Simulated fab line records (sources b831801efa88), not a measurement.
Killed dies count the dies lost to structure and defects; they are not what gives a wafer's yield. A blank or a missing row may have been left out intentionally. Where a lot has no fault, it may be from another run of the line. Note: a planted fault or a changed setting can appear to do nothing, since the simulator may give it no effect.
Problem report in the 8D (eight disciplines) form, filled by code    flow gf180mcu    the parts of the form that need people (team, actions taken, sign-off) are left out

1. WHAT WENT WRONG
Mean of runLengthS at GF_STI_ETCH_14: 90.9 s across 2 wafers in 2 lots; on wafers with no fault it is 131.6 s (standard deviation 0.4). So: -99 or more standard deviations from the usual mean.
The step: etches Si in HBr/Cl2/O2, target depth 360 nm, time 102.9 s.
First seen on wafer L131.6, day 3 13:22, on rieSi-02. The record holds 40 wafers of 14 lots with a number at this step. By rule, "out" or "out of limits" means more than 4 standard deviations away from the usual mean. The rest of the wafers with a number are treated as sound.

2. WHAT THIS IS AND IS NOT
question                     is                is not
which readings at this step  runLengthS        drypumpMotorCurrentA, oesProductAu, throttleValvePct
which lots                   L131, L137        L124, L125, L126, L127, L128, L129, L132, L139, L140, L142, L144, L147
which wafers of those lots   L131.6, L137.3    L131.4, L137.1
read on which tools          rieSi-02          rieSi-01
when                         from day 3 13:22  up to then (19 sound wafers); but 19 sound wafers of L132, L137, L139, L140, L142, L144, L147 came after

3. WHAT RULES OUT EACH SUSPECT
Counting: if a tool at a process step up to the reading ran every lot that is out, it stays a suspect. Sound lots after the first of them don't rule it out here, since some wafers of a struck lot are sound.
- rieSi-02 at GF_STI_ETCH_14 (etches Si in HBr/Cl2/O2, target depth 360 nm, time 102.9 s): kept. Every lot that is out went through it, the first being L131 (day 3 13:22); the last sound lot it ran before that was L129 (day 3 02:42). Out on those wafers are its own readings of runLengthS.
The count leaves rieSi-02 at GF_STI_ETCH_14.

4. THE CAUSE (what the simulator had put in)
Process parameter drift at GF_STI_ETCH_14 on rieSi-02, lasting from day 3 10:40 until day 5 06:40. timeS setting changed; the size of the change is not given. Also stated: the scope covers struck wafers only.
Only this tool survived the counting.

5. SEQUENCE OF EFFECTS, ordered by route
One row per reading whose mean, taken over the struck wafers that have a number, lies over 3 standard deviations from the usual. Only readings whose record carries a usual standard deviation are examined. hours: median over the lots of the time between each lot's start at the first step of this table that gives one and its start at this step. sigmas: the change, counted in usual standard deviations.
hours  step             reading               usual       on struck wafers  change  sigmas
0      GF_STI_ETCH_14   runLengthS            131.6 s     90.9              -40.7   -99 or more
0      GF_STI_STRIP_15  oesProductAu          0.383 a.u.  0.407             +0.024  +4.3
0      GF_STI_STRIP_15  stripTimeToEndpointS  3.71 s      4.19              +0.48   +8.2
It contains these process steps:
- GF_STI_ETCH_14: etches Si in HBr/Cl2/O2, target depth 360 nm, time 102.9 s.
- GF_STI_STRIP_15: strips in O2/N2.
Later steps that measure or inspect, where all struck wafers having a row at the step show a number for every such reading and not one has moved that far: GF_VT_IMPLANT_OVL_MEAS_40, GF_VT_IMPLANT_RS_MEAS_46.

6. WHAT WOULD HAVE CAUGHT IT SOONER
In this record no reading fell out of limits until day 3 13:22, 3 hours after the fault had begun at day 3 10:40.
